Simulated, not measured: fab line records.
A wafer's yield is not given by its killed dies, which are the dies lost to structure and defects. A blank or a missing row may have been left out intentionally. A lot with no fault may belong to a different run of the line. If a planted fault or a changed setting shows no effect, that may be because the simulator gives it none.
fab line records	flow sky130
[record] lots = 7	wafers = 21	last_day = 49
route steps=708 shown VIA4@659 METAL5@661 PAD_OPEN@708
lots that met no fault: taken from a fault-free run of the same line
start_h: hours from the record's first day to the start of the lot's first wafer shown	wait_h: hours elapsed since this lot's preceding step	" repeats the value in the row above	L1.1+2: a row that stands for several wafers	- no value, or no start given	* or withheld: withheld	< > ~ a bound
route shown NAME@n: a module of which the file shows steps, and the number in the route of the first	usual: mean and standard deviation over wafers with no fault	same: alike in all rows	chamber/n: place in a boat	sites: per-site readings	_std_site: standard deviation across them	_edge_site: the outer-site mean with the inner-site mean subtracted	radius_mm: for every site, how far away it sits from the centre of the wafer	mask NAME#n: copy n	behind: the most recent tool/chamber to have shaped the wafer	hold: why the lot went on hold/how many hours it stayed there/how the hold came to an end	device: the n, p or np transistor that did not switch	end of line: tests run on the same wafers once the route is complete	step lacking rows: just its recipe	killed: dies that structure and defects cost at the first sort, which is not the same as the wafer's yield	map: shows each die of a wafer: x if killed, . if not, _ if none is there
set.NAME: setting as actually run; set.NAME@STEP: the setting as run at that earlier step	model.NAME: the simulator's own value behind a step, which no gauge read
lots seen at some steps along the route; tables by step, rows by wafer
services: a tool's chamber out of use, with start hour (start_h, from the record's first day; less than 0 if before it), hours out, and reason
[[steps]]
[step SKY_VIA4_THK_MEAS_20]
[recipe] thk_meas_gauge = xrf	reads = W_of_VIA4_CVD_18
[usual] VIA4_W_THK = 526/14
lot.wafer	tool	chamber	start_h	wait_h	VIA4_W_THK[nm]
L304.2	film_metro-04	-	1019.06	0.1	524
L304.4	"	-	"	"	531
L304.6	"	-	"	"	558
L305.4	film_metro-02	-	1030.65	0.1	526
L305.5	"	-	"	"	552
L305.6	"	-	"	"	525
L307.1	film_metro-04	-	1044.73	0.1	518
L307.3	"	-	"	"	516
L307.5	"	-	"	"	543
L308.1	film_metro-02	-	1045.03	0.1	528
L308.4	"	-	"	"	521
L308.5	"	-	"	"	533
L320.1	film_metro-04	-	1122.68	0.1	526
L320.2	"	-	"	"	548
L320.6	"	-	"	"	552
L321.2	film_metro-02	-	1122.81	0.1	512
L321.3	"	-	"	"	526
L321.4	"	-	"	"	535
L322.1	film_metro-02	-	1126.35	0.1	554
L322.2	"	-	"	"	527
L322.4	"	-	"	"	530
[step SKY_VIA4_CMP_21]
[recipe] stop_on = SiO2	t_overpolish_s = 25	down_force_psi = 3.5	platen_rpm = 60	target_thk_nm = 0	pad_velocity_m_s = 0.94248
[step SKY_METAL5_SPUTTER_00]
[recipe] material = Ti	target_thk_nm = 15	power_w = 3000	time_s = 10	chamber_pressure_pa = 0.4
[usual] throttle_valve_pct = 29.1/0.54
lot.wafer	tool	chamber	start_h	wait_h	throttle_valve_pct
L304.2	pvd_sputter-03	-	1019.41	0.1	28.9
L304.4	"	-	"	"	29.1
L304.6	"	-	"	"	28.9
L305.4	pvd_sputter-03	-	1031.05	0.1	29.0
L305.5	"	-	"	"	29.1
L305.6	"	-	"	"	29.5
L307.1	pvd_sputter-03	-	1045.09	0.2	29.4
L307.3	"	-	"	"	28.8
L307.5	"	-	"	"	29.0
L308.1	pvd_sputter-01	-	1045.39	0.1	28.8
L308.4	"	-	"	"	30.7
L308.5	"	-	"	"	30.5
L320.1	pvd_sputter-03	-	1123.04	0.1	29.1
L320.2	"	-	"	"	28.9
L320.6	"	-	"	"	28.7
L321.2	pvd_sputter-04	-	1123.34	0.2	29.2
L321.3	"	-	"	"	30.1
L321.4	"	-	"	"	29.3
L322.1	pvd_sputter-03	-	1126.71	0.2	29.0
L322.2	"	-	"	"	28.9
L322.4	"	-	"	"	29.1
[step SKY_METAL5_SPUTTER_01]
[recipe] material = TiN	target_thk_nm = 20	power_w = 6500	time_s = 16.7	chamber_pressure_pa = 0.4
[usual] throttle_valve_pct = 29.1/0.57
lot.wafer	tool	chamber	start_h	wait_h	throttle_valve_pct
L304.2	pvd_sputter-03	-	1019.43	0.0	28.7
L304.4	"	-	"	"	29.1
L304.6	"	-	"	"	28.8
L305.4	pvd_sputter-03	-	1031.07	0.0	28.7
L305.5	"	-	"	"	29.0
L305.6	"	-	"	"	29.6
L307.1	pvd_sputter-03	-	1045.11	0.0	29.7
L307.3	"	-	"	"	28.7
L307.5	"	-	"	"	29.0
L308.1	pvd_sputter-01	-	1045.41	0.0	28.6
L308.4	"	-	"	"	30.4
L308.5	"	-	"	"	30.8
L320.1	pvd_sputter-03	-	1123.06	0.0	28.6
L320.2	"	-	"	"	29.2
L320.6	"	-	"	"	28.7
L321.2	pvd_sputter-04	-	1123.36	0.0	29.2
L321.3	"	-	"	"	30.4
L321.4	"	-	"	"	29.1
L322.1	pvd_sputter-03	-	1126.73	0.0	28.8
L322.2	"	-	"	"	28.5
L322.4	"	-	"	"	29.0
[step SKY_METAL5_SPUTTER_02]
[recipe] material = AlCu	target_thk_nm = 1150	power_w = 10600	time_s = 61.2	chamber_pressure_pa = 0.4
[usual] throttle_valve_pct = 29.1/0.53
lot.wafer	tool	chamber	start_h	wait_h	throttle_valve_pct
L304.2	pvd_sputter-03	-	1019.46	0.0	28.9
L304.4	"	-	"	"	29.2
L304.6	"	-	"	"	28.5
L305.4	pvd_sputter-03	-	1031.09	0.0	28.8
L305.5	"	-	"	"	28.6
L305.6	"	-	"	"	29.5
L307.1	pvd_sputter-03	-	1045.14	0.0	29.7
L307.3	"	-	"	"	28.7
L307.5	"	-	"	"	28.9
L308.1	pvd_sputter-01	-	1045.44	0.0	28.6
L308.4	"	-	"	"	30.5
L308.5	"	-	"	"	30.6
L320.1	pvd_sputter-03	-	1123.09	0.0	28.7
L320.2	"	-	"	"	29.0
L320.6	"	-	"	"	28.9
L321.2	pvd_sputter-04	-	1123.39	0.0	29.2
L321.3	"	-	"	"	30.1
L321.4	"	-	"	"	29.5
L322.1	pvd_sputter-03	-	1126.75	0.0	29.2
L322.2	"	-	"	"	28.7
L322.4	"	-	"	"	29.2
[step SKY_METAL5_SPUTTER_03]
[recipe] material = Ti	target_thk_nm = 5	power_w = 3000	time_s = 3.3	chamber_pressure_pa = 0.4
[step SKY_METAL5_SPUTTER_04]
[recipe] material = TiN	target_thk_nm = 70	power_w = 6500	time_s = 58.3	chamber_pressure_pa = 0.4
[usual] throttle_valve_pct = 29.1/0.54
lot.wafer	tool	chamber	start_h	wait_h	throttle_valve_pct
L304.2	pvd_sputter-03	-	1019.53	0.0	28.8
L304.4	"	-	"	"	29.2
L304.6	"	-	"	"	28.8
L305.4	pvd_sputter-03	-	1031.16	0.0	28.7
L305.5	"	-	"	"	28.8
L305.6	"	-	"	"	29.4
L307.1	pvd_sputter-03	-	1045.21	0.0	29.7
L307.3	"	-	"	"	28.7
L307.5	"	-	"	"	28.9
L308.1	pvd_sputter-01	-	1045.51	0.0	28.5
L308.4	"	-	"	"	30.5
L308.5	"	-	"	"	30.6
L320.1	pvd_sputter-03	-	1123.16	0.0	28.9
L320.2	"	-	"	"	28.8
L320.6	"	-	"	"	28.7
L321.2	pvd_sputter-04	-	1123.46	0.0	29.2
L321.3	"	-	"	"	30.2
L321.4	"	-	"	"	29.1
L322.1	pvd_sputter-03	-	1126.82	0.0	28.9
L322.2	"	-	"	"	28.9
L322.4	"	-	"	"	29.2
[step SKY_METAL5_RS_MEAS_05]
[recipe] thk_meas_gauge = four-point-probe	reads = TiN_of_METAL5_SPUTTER_04+Ti_of_METAL5_SPUTTER_03+AlCu_of_METAL5_SPUTTER_02+TiN_of_METAL5_SPUTTER_01+Ti_of_METAL5_SPUTTER_00
[usual] METAL5_ALCU_RS = 0.02706/0.0003
lot.wafer	tool	chamber	start_h	wait_h	METAL5_ALCU_RS[ohm/sq]
L304.2	film_metro-01	-	1019.60	0.0	0.02677
L304.4	"	-	"	"	0.0271
L304.6	"	-	"	"	0.02651
L305.4	film_metro-04	-	1031.27	0.1	0.02761
L305.5	"	-	"	"	0.02756
L305.6	"	-	"	"	0.02722
L307.1	film_metro-03	-	1045.26	0.0	0.02694
L307.3	"	-	"	"	0.02707
L307.5	"	-	"	"	0.02727
L308.1	film_metro-03	-	1045.56	0.0	0.02692
L308.4	"	-	"	"	0.02702
L308.5	"	-	"	"	0.02679
L320.1	film_metro-04	-	1123.21	0.0	0.02656
L320.2	"	-	"	"	0.0271
L320.6	"	-	"	"	0.02655
L321.2	film_metro-04	-	1123.53	0.0	0.02723
L321.3	"	-	"	"	0.02685
L321.4	"	-	"	"	0.02765
L322.1	film_metro-03	-	1126.87	0.0	0.02749
L322.2	"	-	"	"	0.02696
L322.4	"	-	"	"	0.02747
[step SKY_METAL5_THK_MEAS_06]
[recipe] thk_meas_gauge = xrf	reads = AlCu_of_METAL5_SPUTTER_02
[usual] METAL5_ALCU_THK = 1125/13
lot.wafer	tool	chamber	start_h	wait_h	METAL5_ALCU_THK[nm]
L304.2	film_metro-01	-	1019.71	0.1	1125
L304.4	"	-	"	"	1108
L304.6	"	-	"	"	1136
L305.4	film_metro-04	-	1031.36	0.1	1096
L305.5	"	-	"	"	1102
L305.6	"	-	"	"	1122
L307.1	film_metro-03	-	1045.38	0.1	1125
L307.3	"	-	"	"	1121
L307.5	"	-	"	"	1116
L308.1	film_metro-03	-	1045.68	0.1	1122
L308.4	"	-	"	"	1118
L308.5	"	-	"	"	1132
L320.1	film_metro-04	-	1123.33	0.1	1141
L320.2	"	-	"	"	1118
L320.6	"	-	"	"	1147
L321.2	film_metro-04	-	1123.64	0.1	1118
L321.3	"	-	"	"	1144
L321.4	"	-	"	"	1114
L322.1	film_metro-03	-	1126.99	0.1	1106
L322.2	"	-	"	"	1128
L322.4	"	-	"	"	1101
[step SKY_METAL5_DEHYDRATE_07]
[recipe] temp_c = 200	time_s = 60
[step SKY_METAL5_HMDS_08]
[recipe] prime_time_s = 60	prime_temp_c = 120
[step SKY_METAL5_COAT_09]
[recipe] resist = NOVOLAK	spin_rpm = 3000	resist_thk_nm = 1800
[step SKY_METAL5_SOFTBAKE_10]
[recipe] temp_c = 90	time_s = 60	resist = NOVOLAK
[usual] heater_power_total_W = 56.60/0.041	plate_temp_C = 89.98/0.14
lot.wafer	tool	chamber	start_h	wait_h	heater_power_total_W	plate_temp_C
L304.2	litho_track-04	0	1029.83	0.1	56.60	89.94
L304.4	"	0	"	"	56.60	89.74
L304.6	"	0	"	"	56.66	89.91
L305.4	litho_track-04	0	1043.43	0.1	54.22	87.37
L305.5	"	0	"	"	54.27	87.30
L305.6	"	0	"	"	54.21	87.36
L307.1	litho_track-04	0	1055.11	0.1	54.23	87.38
L307.3	"	0	"	"	54.24	87.39
L307.5	"	0	"	"	54.25	87.39
L308.1	litho_track-04	0	1055.71	0.1	54.24	87.27
L308.4	"	0	"	"	54.13	87.57
L308.5	"	0	"	"	54.27	87.36
L320.1	litho_track-02	0	1132.41	0.1	56.69	90.14
L320.2	"	0	"	"	56.57	90.08
L320.6	"	0	"	"	56.52	90.12
L321.2	litho_track-03	0	1133.17	0.1	56.59	89.71
L321.3	"	0	"	"	56.62	89.74
L321.4	"	0	"	"	56.61	89.87
L322.1	litho_track-03	0	1137.30	0.1	56.66	89.91
L322.2	"	0	"	"	56.68	90.02
L322.4	"	0	"	"	56.61	89.95
[step SKY_METAL5_EXPOSE_11]
[recipe] mask_id = MM5	na = 0.6	source_shape = conventional	sigma_outer = 0.6	polarization = unpolarized	target_cd_nm = 1600	dose_mj = 190
[step SKY_METAL5_PEB_12]
[recipe] temp_c = withheld	time_s = *	resist = NOVOLAK
[step SKY_METAL5_DEVELOP_13]
[recipe] resist = NOVOLAK	developer = TMAH	develop_time_s = 60	dev_temp_c = 23
lot.wafer	tool	chamber	start_h	wait_h	model.NOVOLAK_of_METAL5_COAT_09.thk_nm
L304.2	litho_track-04	0	1041.38	0.1	1795
L304.4	"	0	"	"	1796
L304.6	"	0	"	"	1800
L305.4	litho_track-03	0	1053.52	0.1	1805
L305.5+6	"	0	"	"	1810
L307.1	litho_track-02	0	1066.76	0.1	1807
L307.3	"	0	"	"	1798
L307.5	"	0	"	"	1808
L308.1	litho_track-02	0	1067.36	0.1	1807
L308.4	"	0	"	"	1803
L308.5	"	0	"	"	1812
L320.1	litho_track-04	0	1141.41	0.1	1795
L320.2	"	0	"	"	1800
L320.6	"	0	"	"	1794
L321.2	litho_track-04	0	1141.74	0.1	1791
L321.3	"	0	"	"	1790
L321.4	"	0	"	"	1789
L322.1	litho_track-03	0	1145.50	0.1	1797
L322.2	"	0	"	"	1807
L322.4	"	0	"	"	1802
[step SKY_METAL5_DESCUM_14]
[recipe] chemistry = O2	source_power_w = 150	bias_power_w = 0	pressure_mtorr = 10	temp_c = 40	time_s = 11
[usual] drypump_motor_current_A = 5.41/0.29	oes_product_au = 0.991/0.0097
lot.wafer	tool	chamber	start_h	wait_h	drypump_motor_current_A	oes_product_au	rf_hours_counter_h	model.NOVOLAK_of_METAL5_COAT_09.thk_nm
L304.2	rie_metal-01	0	1041.51	0.1	5.62	1.009	22	1785
L304.4	"	0	"	"	5.63	1.014	-	1786
L304.6	"	1	"	"	4.87	0.986	-	1790
L305.4	rie_metal-04	1	1053.61	0.1	5.31	1.004	-	1794
L305.5	"	0	"	"	5.34	1.005	-	1800
L305.6	"	1	"	"	5.32	1.007	-	1799
L307.1	rie_metal-01	1	1066.91	0.1	4.85	0.996	18	1797
L307.3	"	0	"	"	5.60	1.012	-	1788
L307.5	"	1	"	"	4.85	0.989	-	1798
L308.1	rie_metal-02	0	1067.51	0.1	5.68	0.974	19	1797
L308.4	"	1	"	"	5.62	0.993	-	1793
L308.5	"	0	"	"	5.70	0.976	-	1802
L320.1	rie_metal-01	1	1141.56	0.1	4.85	0.986	24	1784
L320.2	"	1	"	"	4.84	0.989	-	1790
L320.6	"	1	"	"	4.85	0.987	-	1784
L321.2	rie_metal-02	1	1141.86	0.1	5.65	0.984	20	1781
L321.3	"	1	"	"	5.64	0.982	-	1780
L321.4	"	0	"	"	5.68	0.975	-	1778
L322.1	rie_metal-02	0	1145.65	0.1	5.68	0.983	26	1787
L322.2	"	1	"	"	5.63	0.988	20	1797
L322.4	"	1	"	"	5.61	0.993	-	1792
[step SKY_METAL5_METAL_ETCH_15]
[recipe] target_depth_a = 12600	stop_on = SiO2	over_etch_frac = 0.2	time_s = 252	chemistry = Cl2/BCl3	resist_sidewall_deg = 86	pressure_mtorr = 10	icp_w = 900	bias_w = 48.5	Cl2_flow_sccm = 60	bcl3_flow_sccm = 30
[usual] drypump_motor_current_A = 5.41/0.29	oes_product_au = 0.894/0.0052	throttle_valve_pct = 22.264/0.01
lot.wafer	tool	chamber	start_h	wait_h	drypump_motor_current_A	oes_product_au	rf_hours_counter_h	throttle_valve_pct
L304.2	rie_metal-01	0	1041.54	0.0	5.61	0.894	22	22.264
L304.4	"	0	"	"	5.62	0.894	-	22.271
L304.6	"	1	"	"	4.81	0.897	-	22.261
L305.4	rie_metal-04	1	1053.71	0.1	5.30	0.891	-	22.269
L305.5	"	0	"	"	5.35	0.894	-	22.268
L305.6	"	1	"	"	5.30	0.901	-	22.267
L307.1	rie_metal-01	1	1066.95	0.0	4.89	0.895	18	22.267
L307.3	"	0	"	"	5.62	0.893	-	22.266
L307.5	"	1	"	"	4.85	0.890	-	22.254
L308.1	rie_metal-02	0	1067.55	0.0	5.72	0.894	19	22.279
L308.4	"	1	"	"	5.63	0.888	-	22.257
L308.5	"	0	"	"	5.71	0.889	-	22.265
L320.1	rie_metal-01	1	1141.63	0.1	4.85	0.890	24	22.261
L320.2	"	1	"	"	4.87	0.895	-	22.266
L320.6	"	1	"	"	4.87	0.909	-	22.267
L321.2	rie_metal-02	1	1141.89	0.0	5.62	0.897	20	22.270
L321.3	"	1	"	"	5.64	0.898	-	22.263
L321.4	"	0	"	"	5.68	0.893	-	22.267
L322.1	rie_metal-02	0	1145.68	0.0	5.68	0.899	26	22.290
L322.2	"	1	"	"	5.62	0.891	20	22.270
L322.4	"	1	"	"	5.63	0.899	-	22.269
[step SKY_PAD_OPEN_PROBE_99]
[usual] defect_limited_yield = 82.4/1.9	killed_at_M0_to_M3 = 44/6.5	killed_at_M4_up = 2.9/1.7	killed_at_contacts = 24/5.7	killed_at_front_end = 16/4.4	killed_at_other = 0.2/0.48	killed_dies = 87/9.6	killed_open = 48/6.7	killed_short = 38/6.2	sort_bin_3_pad_short = 0.8/0.39	sort_bin_5_function = 10.5/1.6	sort_bin_6_memory = 6.4/1	sort_n_pass = 405/9.5	sort_yield_pct = 82.3/1.9
[same] gross_dies = 492	killed_at_back_side = 0	sort_bin_4_leakage[%] = 0	sort_bin_8_speed[%] = 0
lot.wafer	tool	chamber	start_h	wait_h	defect_limited_yield[%]	killed_at_M0_to_M3	killed_at_M4_up	killed_at_contacts	killed_at_front_end	killed_at_other	killed_dies	killed_open	killed_short	sort_bin_3_pad_short[%]	sort_bin_5_function[%]	sort_bin_6_memory[%]	sort_n_pass	sort_yield_pct[%]
L304.2	prober-02	-	1088.76	0.1	84.6	43	3	20	10	0	76	34	42	0.8	8.5	6.1	416	84.6
L304.4	prober-02	-	1088.86	0.2	80.5	47	2	29	18	0	96	58	38	1.2	12.0	6.3	396	80.5
L304.6	prober-02	-	1088.96	0.2	80.5	53	2	29	11	1	96	54	42	0.4	11.2	7.9	396	80.5
L305.4	prober-02	-	1100.71	0.2	81.5	47	4	24	16	0	91	51	40	1.2	10.0	7.3	401	81.5
L305.5	prober-02	-	1100.76	0.2	79.3	53	2	21	24	2	102	56	44	0.4	14.0	6.3	390	79.3
L305.6	prober-02	-	1100.81	0.2	80.5	43	5	27	21	0	96	53	43	1.0	12.4	6.1	396	80.5
L307.1	prober-02	-	1111.38	0.1	82.3	46	1	18	22	0	87	46	40	0.8	11.0	5.9	405	82.3
L307.3	prober-02	-	1111.48	0.2	80.3	48	3	28	18	0	97	52	44	0.6	12.2	6.9	395	80.3
L307.5	prober-02	-	1111.58	0.2	83.1	37	2	19	25	0	83	44	39	0.8	10.0	6.1	409	83.1
L308.1	prober-01	-	1111.97	0.1	80.5	45	3	29	18	1	96	53	43	0.4	12.4	6.7	396	80.5
L308.4	prober-01	-	1112.12	0.2	81.9	50	0	25	14	0	89	49	40	0.4	9.3	8.3	403	81.9
L308.5	prober-01	-	1112.17	0.2	81.7	42	5	23	19	1	90	46	43	1.0	10.2	7.1	402	81.7
L320.1	prober-02	-	1182.09	0.1	84.6	37	7	17	14	1	76	40	36	0.4	9.8	5.3	416	84.6
L320.2	prober-02	-	1182.14	0.1	86.2	30	2	20	16	0	68	39	29	0.2	7.7	5.9	424	86.2
L320.6	prober-02	-	1182.34	0.2	86.6	34	3	20	9	0	66	33	33	1.0	8.3	4.1	426	86.6
L321.2	prober-01	-	1182.34	0.1	81.3	46	4	20	22	0	92	47	45	1.0	11.0	6.7	400	81.3
L321.3	prober-01	-	1182.39	0.2	81.5	48	7	20	16	0	91	50	41	1.4	9.3	7.7	401	81.5
L321.4	prober-01	-	1182.44	0.2	85.2	34	4	19	16	0	73	40	33	0.4	8.1	6.3	419	85.2
L322.1	prober-01	-	1185.48	0.1	83.3	46	1	21	14	0	82	47	35	1.0	10.0	5.7	410	83.3
L322.2	prober-01	-	1185.53	0.1	82.3	43	3	23	17	1	87	46	41	1.4	11.6	4.7	405	82.3
L322.4	prober-01	-	1185.63	0.2	81.9	45	6	27	10	1	89	48	41	0.4	10.6	7.1	403	81.9
// killed by level:class
L304.2 VIA1:geometric_particle:open=8 VIA1:geometric_particle:short=6 METAL2:geometric_particle:short=6 VIA2:geometric_particle:open=6 POLY_GATE:geometric_particle:short=5 CONTACT:geometric_particle:open=5 CONTACT:geometric_particle:short=5 LI_CONTACT:geometric_particle:short=4
L304.4 VIA1:geometric_particle:open=14 CONTACT:geometric_particle:open=12 CONTACT:geometric_particle:short=10 METAL1:geometric_particle:short=10 FIELD_ISO:geometric_particle:open=6 VIA2:geometric_particle:open=6 LI_CONTACT:geometric_particle:open=5 VIA3:geometric_particle:open=5
L304.6 VIA1:geometric_particle:open=12 CONTACT:geometric_particle:open=8 METAL1:geometric_particle:short=8 VIA2:geometric_particle:open=8 VIA3:geometric_particle:open=6 LI_CONTACT:geometric_particle:open=6 VIA1:geometric_particle:short=6 LOCAL_INTERCONNECT:geometric_particle:open=5
L305.4 VIA1:geometric_particle:open=8 VIA2:geometric_particle:open=8 CONTACT:geometric_particle:open=7 LI_CONTACT:geometric_particle:open=5 LOCAL_INTERCONNECT:geometric_particle:short=5 METAL2:geometric_particle:short=5 VIA3:geometric_particle:open=5 FIELD_ISO:geometric_particle:short=4
L305.5 VIA2:geometric_particle:open=12 METAL1:geometric_particle:short=7 VIA1:geometric_particle:open=7 FIELD_ISO:geometric_particle:open=6 POLY_GATE:geometric_particle:open=6 LI_CONTACT:geometric_particle:open=6 FIELD_ISO:geometric_particle:short=5 POLY_GATE:geometric_particle:short=5
L305.6 VIA2:geometric_particle:open=14 LI_CONTACT:geometric_particle:open=8 FIELD_ISO:geometric_particle:short=7 CONTACT:geometric_particle:open=7 LOCAL_INTERCONNECT:geometric_particle:short=7 METAL2:geometric_particle:short=7 POLY_GATE:geometric_particle:open=5 VIA1:geometric_particle:open=5
L307.1 VIA1:geometric_particle:open=12 LI_CONTACT:geometric_particle:open=7 METAL2:geometric_particle:short=7 VIA2:geometric_particle:open=7 CONTACT:geometric_particle:open=6 FIELD_ISO:geometric_particle:short=5 FIELD_ISO:geometric_particle:open=5 METAL1:geometric_particle:short=5
L307.3 VIA1:geometric_particle:open=10 LI_CONTACT:geometric_particle:open=9 VIA2:geometric_particle:open=8 METAL2:geometric_particle:short=8 VIA1:geometric_particle:short=8 CONTACT:geometric_particle:open=7 POLY_GATE:geometric_particle:open=5 FIELD_ISO:geometric_particle:open=4
L307.5 VIA1:geometric_particle:open=11 FIELD_ISO:geometric_particle:open=6 POLY_GATE:geometric_particle:open=6 CONTACT:geometric_particle:short=5 FIELD_ISO:geometric_particle:short=4 POLY_GATE:geometric_particle:short=4 LI_CONTACT:geometric_particle:short=4 LI_CONTACT:geometric_particle:open=4
L308.1 VIA1:geometric_particle:open=14 CONTACT:geometric_particle:open=11 LOCAL_INTERCONNECT:geometric_particle:short=8 METAL1:geometric_particle:short=7 LI_CONTACT:geometric_particle:open=6 METAL2:geometric_particle:short=6 VIA2:geometric_particle:open=5 FIELD_ISO:geometric_particle:open=4
L308.4 METAL1:geometric_particle:short=10 CONTACT:geometric_particle:open=10 VIA1:geometric_particle:open=10 LI_CONTACT:geometric_particle:open=6 VIA2:geometric_particle:open=6 CONTACT:geometric_particle:short=6 VIA1:geometric_particle:short=6 VIA3:geometric_particle:open=6
L308.5 CONTACT:geometric_particle:open=8 METAL2:geometric_particle:short=7 VIA2:geometric_particle:open=7 LI_CONTACT:geometric_particle:open=6 FIELD_ISO:geometric_particle:short=5 METAL1:geometric_particle:short=5 POLY_GATE:geometric_particle:open=5 VIA1:geometric_particle:short=5
L320.1 VIA1:geometric_particle:open=10 CONTACT:geometric_particle:open=8 POLY_GATE:geometric_particle:short=6 LI_CONTACT:geometric_particle:open=6 METAL4:geometric_particle:short=6 METAL1:geometric_particle:short=6 VIA2:geometric_particle:open=5 VIA3:geometric_particle:open=4
L320.2 LI_CONTACT:geometric_particle:open=11 CONTACT:geometric_particle:open=7 POLY_GATE:geometric_particle:open=5 VIA1:geometric_particle:short=5 VIA3:geometric_particle:open=4 METAL3:geometric_particle:short=4 FIELD_ISO:geometric_particle:open=3 METAL1:geometric_particle:short=3
L321.2 METAL2:geometric_particle:short=7 METAL1:geometric_particle:short=7 VIA1:geometric_particle:open=7 CONTACT:geometric_particle:open=6 VIA3:geometric_particle:open=6 VIA2:geometric_particle:open=5 POLY_GATE:geometric_particle:short=5 LOCAL_INTERCONNECT:geometric_particle:short=5
L320.6 VIA1:geometric_particle:open=10 LI_CONTACT:geometric_particle:open=8 METAL1:geometric_particle:short=7 POLY_GATE:geometric_particle:short=5 CONTACT:geometric_particle:open=5 CONTACT:geometric_particle:short=4 METAL2:geometric_particle:short=4 VIA1:geometric_particle:short=3
L321.3 VIA1:geometric_particle:open=16 LI_CONTACT:geometric_particle:open=6 VIA2:geometric_particle:open=6 METAL4:geometric_particle:short=6 METAL2:geometric_particle:short=5 CONTACT:geometric_particle:open=5 METAL3:geometric_particle:short=5 POLY_GATE:geometric_particle:open=4
L321.4 LI_CONTACT:geometric_particle:open=8 VIA2:geometric_particle:open=7 METAL2:geometric_particle:short=6 VIA3:geometric_particle:open=6 POLY_GATE:geometric_particle:short=5 CONTACT:geometric_particle:open=5 VIA1:geometric_particle:open=5 FIELD_ISO:geometric_particle:open=3
L322.1 VIA2:geometric_particle:open=9 VIA3:geometric_particle:open=8 CONTACT:geometric_particle:open=7 LI_CONTACT:geometric_particle:open=6 VIA1:geometric_particle:open=5 METAL2:geometric_particle:short=5 POLY_GATE:geometric_particle:open=4 VIA1:geometric_particle:short=4
L322.2 VIA1:geometric_particle:open=14 LI_CONTACT:geometric_particle:open=9 POLY_GATE:geometric_particle:short=6 CONTACT:geometric_particle:short=6 VIA2:geometric_particle:open=6 VIA1:geometric_particle:short=5 METAL1:geometric_particle:short=5 VIA2:geometric_particle:short=5
L322.4 CONTACT:geometric_particle:open=12 VIA3:geometric_particle:open=8 VIA1:geometric_particle:open=7 LI_CONTACT:geometric_particle:open=6 VIA2:geometric_particle:short=5 VIA2:geometric_particle:open=5 METAL4:geometric_particle:short=5 POLY_GATE:geometric_particle:open=4
[[services]]
tool	chamber	start_h	hours	kind
pvd_sputter-01	-	995.95	2.8	repair
rie_metal-02	0	1009.68	8.8	repair
pvd_sputter-04	-	1013.21	0.8	repair
pvd_sputter-01	1	1015.47	-	consumable_replace:kit
pvd_sputter-01	1	1015.47	18.0	scheduled_down
pvd_sputter-01	1	1015.47	18.0	vent_cycle
rie_metal-02	-	1038.57	1.4	pm
pvd_sputter-01	-	1038.65	2.2	repair
rie_metal-04	-	1048.68	0.5	repair
rie_metal-01	-	1062.25	0.5	repair
pvd_sputter-04	0	1068.78	-	consumable_replace:kit
pvd_sputter-04	0	1068.78	18.0	scheduled_down
pvd_sputter-04	0	1068.78	18.0	vent_cycle
pvd_sputter-01	-	1070.57	0.9	repair
rie_metal-01	-	1075.48	14.6	pm
pvd_sputter-04	-	1098.41	3.8	repair
pvd_sputter-03	3	1116.06	-	consumable_replace:kit
pvd_sputter-03	3	1116.06	18.0	scheduled_down
pvd_sputter-03	3	1116.06	18.0	vent_cycle
pvd_sputter-03	-	1126.90	0.8	repair
rie_metal-01	0	1134.89	-	clean
rie_metal-01	0	1134.89	-	consumable_replace:focus_ring
rie_metal-01	0	1134.89	33.5	scheduled_down
rie_metal-01	0	1134.89	33.5	vent_cycle
[[key]]
[first_sign] step = SKY_METAL5_SOFTBAKE_10	reading = heater_power_total_W	direction = down	sigmas = 58	usual = *	struck = *
[effect] step = SKY_METAL5_SOFTBAKE_10	reading = plate_temp_C	direction = down	sigmas = 19	usual = *	struck = *
[model_effect] step = SKY_METAL5_DEVELOP_13	value = NOVOLAK_of_METAL5_COAT_09.thk_nm	without = 1793	struck = 1807
[model_effect] step = SKY_METAL5_DESCUM_14	value = NOVOLAK_of_METAL5_COAT_09.thk_nm	without = 1783	struck = 1796
met_at SKY_METAL5_SOFTBAKE_10
struck_wafers L305.4,L305.5,L305.6,L307.1,L307.3,L307.5,L308.1,L308.4,L308.5
onset_between 1029.83 1043.43
[fault] kind = process_parameter_drift	tool = litho_track-04	chamber = -	onset_h = 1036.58	steps = SKY_METAL5_SOFTBAKE_10	channel = temp_c	offset = *	shape = step	end_h = 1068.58	acts_in = *	stated = *
